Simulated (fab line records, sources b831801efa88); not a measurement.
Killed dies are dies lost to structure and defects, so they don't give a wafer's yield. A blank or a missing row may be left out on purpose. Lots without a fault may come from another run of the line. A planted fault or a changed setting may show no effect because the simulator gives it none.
Chamber matching | flow sfq_line | SFQ_TRILAYER_I0_CMP_CMP_028 on cmp-02: 4 sister chambers
The step polishes SiO2. 14 wafers are shown with their chamber, then 6 later ones without.

WAFERS WITH THEIR CHAMBER
wafer  | chamber | motor_current_A (A) | time_to_endpoint_s (s) | head_pressure_psi (psi)
L738.1 | 1       | 11.2                | 212                    | 2.994
L738.2 | 0       | 10.7                | 219                    | 3.011
L738.3 | 3       | 11.0                | 222                    | 3.005
L742.2 | 0       | 10.3                | 219                    | 2.997
L742.4 | 3       | 11.1                | 219                    | 2.997
L742.6 | 0       | 10.8                | 219                    | 3.007
L743.4 | 1       | 10.5                | 213                    | 3.009
L743.1 | 3       | 11.6                | 219                    | 3.007
L743.5 | 2       | 9.4                 | 217                    | 3.004
L747.3 | 3       | 11.3                | 205                    | 3.003
L747.4 | 2       | 10.2                | 214                    | 3.003
L747.6 | 1       | 10.6                | 209                    | 3.005
L749.3 | 1       | 11.2                | 202                    | 3.012
L749.4 | 0       | 10.4                | 213                    | 2.994

SIGNATURES (means of the wafers above)
reading            | chamber 0 | chamber 1 | chamber 2 | chamber 3 | scatter within a chamber
motor_current_A    | 10.550    | 10.875    | 9.800     | 11.250    | 0.336
time_to_endpoint_s | 217.50    | 209.00    | 215.50    | 216.25    | 5.29
head_pressure_psi  | 3.00225   | 3.00500   | 3.00350   | 3.00300   | 0.00661
Rule: a wafer's distance from a chamber is the root of the sum, over the readings, of the square of ((its reading less the chamber's mean) divided by the reading's scatter). The wafer belongs to the nearest chamber; if the next one is less than 2 further off, it can't be placed. The scatter: the root of (the sum of the squares of (reading less its chamber's mean) over the shown wafers, divided by (wafers less chambers)).

WAFERS WITHOUT THEIR CHAMBER
wafer  | motor_current_A (A) | time_to_endpoint_s (s) | head_pressure_psi (psi)
L749.6 | 11.4                | 210                    | 2.998
L750.1 | 10.9                | 224                    | 2.995
L750.3 | 10.1                | 212                    | 3.008
L751.1 | 11.0                | 220                    | 2.994
L751.5 | 10.6                | 223                    | 3.001
L751.6 | 11.6                | 231                    | 2.998

WHICH CHAMBER EACH WENT THROUGH
wafer  | from the rows above               | in truth
L749.6 | can't be placed: 3 or 1 or 0      | 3
L750.1 | can't be placed: 0 or 3 or 1 or 2 | 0
L750.3 | can't be placed: 2 or 0 or 1      | 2
L751.1 | can't be placed: 3 or 0 or 1      | 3
L751.5 | can't be placed: 0 or 3 or 2 or 1 | 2
L751.6 | can't be placed: 3 or 0 or 1      | 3
Placed correctly: 0 of 6. Can't be placed from these rows: 6 (the true chamber is among the candidates in 6). Placed wrongly: 0.
